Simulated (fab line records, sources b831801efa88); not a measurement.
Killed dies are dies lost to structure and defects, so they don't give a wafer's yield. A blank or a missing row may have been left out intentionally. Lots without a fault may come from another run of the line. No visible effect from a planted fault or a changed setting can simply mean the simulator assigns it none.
Matching of chambers / flow gf180mcu / GF_V1_CMP_04 on cmp-02: 4 sister chambers
The step polishes SiO2. 4 wafers are shown with their chamber, then 9 later ones without.

== WAFERS WITH THEIR CHAMBER ==
wafer=L530.4; chamber=3; motor_current_A (A)=12.1
wafer=L537.2; chamber=0; motor_current_A (A)=10.9
wafer=L537.4; chamber=1; motor_current_A (A)=14.5
wafer=L537.6; chamber=2; motor_current_A (A)=14.3

== WAFERS WITHOUT THEIR CHAMBER ==
wafer=L544.3; motor_current_A (A)=11.8
wafer=L544.5; motor_current_A (A)=13.7
wafer=L544.6; motor_current_A (A)=15.3
wafer=L547.1; motor_current_A (A)=12.4
wafer=L547.5; motor_current_A (A)=14.6
wafer=L547.6; motor_current_A (A)=11.7
wafer=L550.3; motor_current_A (A)=14.9
wafer=L550.4; motor_current_A (A)=12.1
wafer=L550.5; motor_current_A (A)=11.6

== EACH ONE'S CHAMBER ==
wafer=L544.3; from the rows above=can't be placed: 3 or 0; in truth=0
wafer=L544.5; from the rows above=can't be placed: 2 or 1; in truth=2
wafer=L544.6; from the rows above=can't be placed: 1 or 2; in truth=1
wafer=L547.1; from the rows above=3; in truth=3
wafer=L547.5; from the rows above=can't be placed: 1 or 2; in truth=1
wafer=L547.6; from the rows above=can't be placed: 3 or 0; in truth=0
wafer=L550.3; from the rows above=can't be placed: 1 or 2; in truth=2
wafer=L550.4; from the rows above=3; in truth=3
wafer=L550.5; from the rows above=can't be placed: 3 or 0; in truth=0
Correctly placed: 2 of 9. Can't be placed from these rows: 7 (the true chamber is among the candidates in 7). 0 placed wrongly.
How it was worked out, from the rows above alone: a wafer's distance from a chamber is the root of the sum, over the readings, of the square of ((its reading less the chamber's mean) divided by the reading's scatter). If the next closest chamber is less than 2 further off than the closest, the wafer can't be placed; otherwise it belongs to the closest. Each chamber's mean is taken over the wafers shown for it. The scatter (one wafer shown for each chamber): square how far every hidden wafer sits from the nearest shown wafer, average those squares and take the square root.
